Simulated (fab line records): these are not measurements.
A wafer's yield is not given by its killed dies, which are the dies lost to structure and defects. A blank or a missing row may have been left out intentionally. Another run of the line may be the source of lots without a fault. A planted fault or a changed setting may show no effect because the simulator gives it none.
Struck lot and sound lot, side by side | flow gf180mcu | 17 steps out of a route of 602
Sound: these wafers, L138.3, L138.4, L138.5. Struck: wafer L147.5 (left out: L147.6, a lot-mate that was not struck); the cause follows at the end.
Each step with rows lists, per side, the tool, then ch with its chambers, then its first start. Under that, the readings that differ: sound wafers | struck wafers | difference of the means | sigmas: that difference in standard deviations of wafers without a fault.
alike: readings whose means differ by less than 2 such deviations, and words and numbers that are the same on both sides. not compared: withheld readings, readings that some wafer has no value for, bounds like >300 that may hide the same value, and numbers for which the record gives no deviation and whose values overlap.
A row with sigmas, a row that says differs or no value, or rows on one side alone: a step with any of these is where the two part. Numbers that have no deviation but don't overlap get no sigmas and don't part them. A reading missing from all wafers of one side parts the sides only when that side holds two or more wafers.

first, 2 steps without rows for these wafers: GF_CONTACT_PEB_12 (peb time 90 s); GF_CONTACT_DEVELOP_13 (develop time 60 s).
GF_CONTACT_CD_MEAS_14: target cd 220 nm.
  sound on cd-sem-01, day 16 10:29; struck on cd-sem-02, day 19 15:31
  alike: cd-nm
GF_CONTACT_OVL_MEAS_15:
  sound on overlay-01, day 16 10:35; struck on overlay-02, day 19 15:35
  alike: CONTACT_OVL
GF_CONTACT_ETCH_16: etches BARC in N2/H2.
  sound on rie-diel-01 ch 0,1, day 16 10:36; struck on rie-diel-01 ch 3, day 19 15:37
  alike: drypump-motor-current-A, n2-flow-sccm, oes-product-au, throttle-valve-pct
GF_CONTACT_ETCH_17: etches SiO2 in C4F8/O2/Ar, stops on CoSi2, target depth 860 nm.
  sound: rie-diel-01 ch 0,1; struck: rie-diel-01 ch 3
  alike: oes-product-au
GF_CONTACT_STRIP_18: strips in O2/N2.
  sound on plasma-asher-03 ch 0,1, day 16 10:48; struck on plasma-asher-01 ch 1, day 19 15:49
  reading               | sound             | struck | difference | sigmas
  oes-product-au (a.u.) | 0.582 0.585 0.575 | 0.570  | -0.011     | -2
  alike: drypump-motor-current-A, heater-power-w, n2-flow-sccm
  not compared: rf-hours-counter-h
then, 3 steps without rows for these wafers: GF_CONTACT_CLEAN_19 (cleans in SPM); GF_CONTACT_CLEAN_20 (cleans in DIW); GF_CONTACT_CLEAN_21 (cleans in dHF, time 20 s).
GF_CONTACT_SPUTTER_22: material Ti, target thk 15 nm, time 80.02 s.
  sound on pvd-sputter-04, day 16 11:04; struck on pvd-sputter-01, day 19 16:10
  alike: cathode-dc-power-W, throttle-valve-pct
then, 1 step without rows for these wafers: GF_CONTACT_SPUTTER_23 (material TiN, target thk 10 nm, time 40 s).
GF_CONTACT_CVD_24: deposits W, target thk 300 nm, time 90.339 s.
  sound on cvd-w-01 ch 0,1, day 16 11:13; struck on cvd-w-02 ch 1, day 19 16:19
  reading                               | sound             | struck | difference | sigmas
  model.W_of_CONTACT_CVD_24.thk-nm (nm) | 295.5 295.3 294.7 | 271.4  | -23.8      |
  alike: heater-power-w
GF_CONTACT_RS_MEAS_25: uses a four-point probe to measure.
  sound on film-metro-03, day 16 11:19; struck on film-metro-03, day 19 16:25
  reading               | sound             | struck | difference | sigmas
  CONTACT_W_RS (ohm/sq) | 0.389 0.389 0.389 | 0.423  | +0.034     | +7
GF_CONTACT_THK_MEAS_26: measures by xrf.
  sound on film-metro-03, day 16 11:25; struck on film-metro-03, day 19 16:30
  reading            | sound       | struck | difference | sigmas
  CONTACT_W_THK (nm) | 295 294 294 | 266    | -28        | -7
GF_CONTACT_CMP_27: polishes, stops on SiO2, t overpolish 15 s, target thk 0 nm.
  sound on cmp-02 ch 0,1, day 16 11:27; struck on cmp-01 ch 3, day 19 16:43
  alike: motor-current-A, platen-rpm
GF_PASSIVATION_PROBE_99:
  sound wafers here have rows in the record (prober-02, day 29 08:52); struck ones have none

## WHERE THEY PART
At GF_CONTACT_STRIP_18 first; at GF_PASSIVATION_PROBE_99 last (within this record only).

WHY: what the simulator had put in
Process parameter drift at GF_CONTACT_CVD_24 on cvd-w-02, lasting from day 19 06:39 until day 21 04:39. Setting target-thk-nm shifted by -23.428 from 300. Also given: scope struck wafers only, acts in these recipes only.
